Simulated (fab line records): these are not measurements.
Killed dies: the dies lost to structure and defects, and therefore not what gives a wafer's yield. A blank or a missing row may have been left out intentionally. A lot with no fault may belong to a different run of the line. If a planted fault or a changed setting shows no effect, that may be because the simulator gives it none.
Which tool was responsible? / flow gf180mcu / 13 lots, 39 wafers sampled, at 4 steps of a route of 602

## WHAT THE GAUGES READ, wafer by wafer
GF_VT_IMPLANT_TW_MEAS_32. Usual: for VT_IMPLANT_3_TW the level is 267.2 and the standard deviation is 1.7.
lot=L111; measured=day 7 13:44; on=filmMetro-03; VT_IMPLANT_3_TW=265.5 267.0 265.6; flag=
lot=L116; measured=day 8 22:02; on=filmMetro-01; VT_IMPLANT_3_TW=268.2 268.9 267.5; flag=
lot=L117; measured=day 9 05:23; on=filmMetro-04; VT_IMPLANT_3_TW=268.9 269.0 268.0; flag=
lot=L120; measured=day 10 00:11; on=filmMetro-03; VT_IMPLANT_3_TW=264.7 265.3 266.0; flag=
lot=L122; measured=day 10 12:28; on=filmMetro-01; VT_IMPLANT_3_TW=269.0 269.5 269.8; flag=
lot=L123; measured=day 11 00:47; on=filmMetro-04; VT_IMPLANT_3_TW=267.6 266.3 266.7; flag=
lot=L124; measured=day 11 10:41; on=filmMetro-04; VT_IMPLANT_3_TW=268.3 267.9 267.7; flag=
lot=L125; measured=day 11 15:31; on=filmMetro-03; VT_IMPLANT_3_TW=268.1 266.9 268.4; flag=
lot=L126; measured=day 11 17:13; on=filmMetro-01; VT_IMPLANT_3_TW=267.5 266.8 268.0; flag=
lot=L127; measured=day 11 23:17; on=filmMetro-01; VT_IMPLANT_3_TW=268.2 269.3 267.6; flag=
lot=L128; measured=day 12 10:00; on=filmMetro-03; VT_IMPLANT_3_TW=266.8 266.1 265.4; flag=
lot=L131; measured=day 13 05:50; on=filmMetro-03; VT_IMPLANT_3_TW=265.2 265.8 266.1; flag=
lot=L132; measured=day 13 12:24; on=filmMetro-03; VT_IMPLANT_3_TW=265.8 264.4 265.5; flag=

GF_PSD_TW_MEAS_11. Usual: for PSD_TW the level is 3170 and the standard deviation is 25.
lot=L111; measured=day 15 08:13; on=filmMetro-01; PSD_TW=30 30 30; flag=OFF
lot=L116; measured=day 17 14:00; on=filmMetro-04; PSD_TW=3162 3167 3168; flag=
lot=L117; measured=day 17 12:52; on=filmMetro-04; PSD_TW=3167 3179 3200; flag=
lot=L120; measured=day 18 11:22; on=filmMetro-04; PSD_TW=3208 3207 3214; flag=
lot=L122; measured=day 19 04:14; on=filmMetro-03; PSD_TW=3144 3125 3153; flag=
lot=L123; measured=day 19 20:07; on=filmMetro-03; PSD_TW=3138 3136 3141; flag=
lot=L124; measured=day 20 08:31; on=filmMetro-01; PSD_TW=3186 3191 3182; flag=
lot=L125; measured=day 20 12:06; on=filmMetro-04; PSD_TW=3185 3196 3190; flag=
lot=L126; measured=day 20 20:58; on=filmMetro-01; PSD_TW=3181 3167 3171; flag=
lot=L127; measured=day 21 02:25; on=filmMetro-04; PSD_TW=3185 3195 3179; flag=
lot=L128; measured=day 21 13:37; on=filmMetro-01; PSD_TW=3180 3187 3155; flag=
lot=L131; measured=day 22 12:34; on=filmMetro-03; PSD_TW=3169 3162 3160; flag=
lot=L132; measured=day 22 21:06; on=filmMetro-04; PSD_TW=3196 3195 3184; flag=

## WHAT TOOL EACH LOT RAN ON (gives the tool, then ch and the chambers of the sampled wafers, and finally the start)
lot=L111; GF_NSD_STRIP_11=plasmaAsher-03 ch 1, day 14 10:13; GF_PSD_STRIP_10=plasmaAsher-04 ch 0,1, day 15 08:06
lot=L116; GF_NSD_STRIP_11=plasmaAsher-01 ch 0,1, day 16 14:48; GF_PSD_STRIP_10=plasmaAsher-04 ch 0,1, day 17 13:54
lot=L117; GF_NSD_STRIP_11=plasmaAsher-01 ch 0,1, day 16 13:37; GF_PSD_STRIP_10=plasmaAsher-02 ch 0,1, day 17 12:46
lot=L120; GF_NSD_STRIP_11=plasmaAsher-03 ch 0,1, day 17 11:44; GF_PSD_STRIP_10=plasmaAsher-02 ch 0,1, day 18 11:16
lot=L122; GF_NSD_STRIP_11=plasmaAsher-03 ch 0,1, day 18 03:24; GF_PSD_STRIP_10=plasmaAsher-02 ch 0,1, day 19 04:07
lot=L123; GF_NSD_STRIP_11=plasmaAsher-04 ch 0,1, day 18 18:40; GF_PSD_STRIP_10=plasmaAsher-02 ch 0,1, day 19 20:01
lot=L124; GF_NSD_STRIP_11=plasmaAsher-04 ch 0,1, day 19 07:17; GF_PSD_STRIP_10=plasmaAsher-02 ch 0,1, day 20 08:25
lot=L125; GF_NSD_STRIP_11=plasmaAsher-04 ch 0,1, day 19 11:25; GF_PSD_STRIP_10=plasmaAsher-01 ch 0,1, day 20 12:00
lot=L126; GF_NSD_STRIP_11=plasmaAsher-03 ch 0, day 19 19:52; GF_PSD_STRIP_10=plasmaAsher-04 ch 0,1, day 20 20:52
lot=L127; GF_NSD_STRIP_11=plasmaAsher-03 ch 0,1, day 20 01:11; GF_PSD_STRIP_10=plasmaAsher-01 ch 0,1, day 21 02:20
lot=L128; GF_NSD_STRIP_11=plasmaAsher-03 ch 0,1, day 20 12:27; GF_PSD_STRIP_10=plasmaAsher-04 ch 0,1, day 21 13:31
lot=L131; GF_NSD_STRIP_11=plasmaAsher-04 ch 0,1, day 21 12:56; GF_PSD_STRIP_10=plasmaAsher-01 ch 0,1, day 22 12:28
lot=L132; GF_NSD_STRIP_11=plasmaAsher-01 ch 0,1, day 21 21:11; GF_PSD_STRIP_10=plasmaAsher-04 ch 0,1, day 22 21:00
- GF_NSD_STRIP_11: strips in O2/N2.
- GF_PSD_STRIP_10: strips in O2/N2.

## AS READ BY THE TOOLS THEMSELVES (means over the sampled wafers that have a number; for cases with no such wafer, the mark the record gives instead)
GF_NSD_STRIP_11. Usual: drypumpMotorCurrentA 5.8 A, standard deviation 0.37; heaterPowerW 322 W, standard deviation 36; oesProductAu 0.487 a.u., standard deviation 0.0043; stripTimeToEndpointS 22.95 s, standard deviation 0.035.
lot=L111; tool=plasmaAsher-03; drypumpMotorCurrentA (A)=5.6; heaterPowerW (W)=298; oesProductAu (a.u.)=0.558; stripTimeToEndpointS (s)=-; flag=OFF
lot=L116; tool=plasmaAsher-01; drypumpMotorCurrentA (A)=5.6; heaterPowerW (W)=326; oesProductAu (a.u.)=0.487; stripTimeToEndpointS (s)=22.94; flag=
lot=L117; tool=plasmaAsher-01; drypumpMotorCurrentA (A)=5.6; heaterPowerW (W)=329; oesProductAu (a.u.)=0.488; stripTimeToEndpointS (s)=22.97; flag=
lot=L120; tool=plasmaAsher-03; drypumpMotorCurrentA (A)=5.6; heaterPowerW (W)=288; oesProductAu (a.u.)=0.490; stripTimeToEndpointS (s)=22.98; flag=
lot=L122; tool=plasmaAsher-03; drypumpMotorCurrentA (A)=5.7; heaterPowerW (W)=291; oesProductAu (a.u.)=0.487; stripTimeToEndpointS (s)=22.99; flag=
lot=L123; tool=plasmaAsher-04; drypumpMotorCurrentA (A)=5.9; heaterPowerW (W)=362; oesProductAu (a.u.)=0.490; stripTimeToEndpointS (s)=22.95; flag=
lot=L124; tool=plasmaAsher-04; drypumpMotorCurrentA (A)=5.9; heaterPowerW (W)=374; oesProductAu (a.u.)=0.485; stripTimeToEndpointS (s)=22.90; flag=
lot=L125; tool=plasmaAsher-04; drypumpMotorCurrentA (A)=6.0; heaterPowerW (W)=356; oesProductAu (a.u.)=0.487; stripTimeToEndpointS (s)=22.95; flag=
lot=L126; tool=plasmaAsher-03; drypumpMotorCurrentA (A)=5.6; heaterPowerW (W)=286; oesProductAu (a.u.)=0.485; stripTimeToEndpointS (s)=23.00; flag=
lot=L127; tool=plasmaAsher-03; drypumpMotorCurrentA (A)=5.6; heaterPowerW (W)=284; oesProductAu (a.u.)=0.487; stripTimeToEndpointS (s)=22.97; flag=
lot=L128; tool=plasmaAsher-03; drypumpMotorCurrentA (A)=5.6; heaterPowerW (W)=292; oesProductAu (a.u.)=0.486; stripTimeToEndpointS (s)=22.93; flag=
lot=L131; tool=plasmaAsher-04; drypumpMotorCurrentA (A)=5.9; heaterPowerW (W)=363; oesProductAu (a.u.)=0.489; stripTimeToEndpointS (s)=22.96; flag=
lot=L132; tool=plasmaAsher-01; drypumpMotorCurrentA (A)=5.6; heaterPowerW (W)=320; oesProductAu (a.u.)=0.488; stripTimeToEndpointS (s)=23.00; flag=

GF_PSD_STRIP_10. Usual: drypumpMotorCurrentA 5.8 A, standard deviation 0.35; heaterPowerW 344 W, standard deviation 22; oesProductAu 0.591 a.u., standard deviation 0.0045; stripTimeToEndpointS 16.52 s, standard deviation 0.045.
lot=L111; tool=plasmaAsher-04; drypumpMotorCurrentA (A)=5.9; heaterPowerW (W)=353; oesProductAu (a.u.)=0.616; stripTimeToEndpointS (s)=19.67; flag=OFF
lot=L116; tool=plasmaAsher-04; drypumpMotorCurrentA (A)=6.0; heaterPowerW (W)=362; oesProductAu (a.u.)=0.591; stripTimeToEndpointS (s)=16.49; flag=
lot=L117; tool=plasmaAsher-02; drypumpMotorCurrentA (A)=5.7; heaterPowerW (W)=342; oesProductAu (a.u.)=0.587; stripTimeToEndpointS (s)=16.56; flag=
lot=L120; tool=plasmaAsher-02; drypumpMotorCurrentA (A)=5.7; heaterPowerW (W)=343; oesProductAu (a.u.)=0.593; stripTimeToEndpointS (s)=16.57; flag=
lot=L122; tool=plasmaAsher-02; drypumpMotorCurrentA (A)=5.7; heaterPowerW (W)=339; oesProductAu (a.u.)=0.592; stripTimeToEndpointS (s)=16.53; flag=
lot=L123; tool=plasmaAsher-02; drypumpMotorCurrentA (A)=5.7; heaterPowerW (W)=339; oesProductAu (a.u.)=0.597; stripTimeToEndpointS (s)=16.59; flag=
lot=L124; tool=plasmaAsher-02; drypumpMotorCurrentA (A)=5.8; heaterPowerW (W)=339; oesProductAu (a.u.)=0.590; stripTimeToEndpointS (s)=16.45; flag=
lot=L125; tool=plasmaAsher-01; drypumpMotorCurrentA (A)=5.6; heaterPowerW (W)=323; oesProductAu (a.u.)=0.594; stripTimeToEndpointS (s)=16.59; flag=
lot=L126; tool=plasmaAsher-04; drypumpMotorCurrentA (A)=6.0; heaterPowerW (W)=354; oesProductAu (a.u.)=0.591; stripTimeToEndpointS (s)=16.50; flag=
lot=L127; tool=plasmaAsher-01; drypumpMotorCurrentA (A)=5.6; heaterPowerW (W)=323; oesProductAu (a.u.)=0.598; stripTimeToEndpointS (s)=16.56; flag=
lot=L128; tool=plasmaAsher-04; drypumpMotorCurrentA (A)=5.9; heaterPowerW (W)=378; oesProductAu (a.u.)=0.592; stripTimeToEndpointS (s)=16.54; flag=
lot=L131; tool=plasmaAsher-01; drypumpMotorCurrentA (A)=5.6; heaterPowerW (W)=323; oesProductAu (a.u.)=0.591; stripTimeToEndpointS (s)=16.50; flag=
lot=L132; tool=plasmaAsher-04; drypumpMotorCurrentA (A)=5.9; heaterPowerW (W)=362; oesProductAu (a.u.)=0.592; stripTimeToEndpointS (s)=16.54; flag=

## THE ANSWER, worked out from the rows above alone
Rule: a lot counts as off when the mean over its wafers that have a number is more than 3 standard deviations away from the usual mean. Also off: a lot with no number at a reading for which 4 or more lots have one. Where the step has rows for the other lots, those lots are counted as sound. Order of review: gauges by route order, followed by the tools' own readings, for which a lot's mean as printed above is used. At the first step where some lot is off, the reading lying furthest off is the one used; lots without a number count as furthest.
Off: L111, at GF_PSD_TW_MEAS_11 (PSD_TW).
If a tool, at a process step before that reading, ran all the lots that are off and no sound lot after the first of them, it fits. The gauges at GF_PSD_TW_MEAS_11 aren't tried: what is off there is off at GF_NSD_STRIP_11 too, on other tools, and a gauge's error can't cause that. Of those tried, none fits.

## WHAT THE SIMULATOR PUT IN
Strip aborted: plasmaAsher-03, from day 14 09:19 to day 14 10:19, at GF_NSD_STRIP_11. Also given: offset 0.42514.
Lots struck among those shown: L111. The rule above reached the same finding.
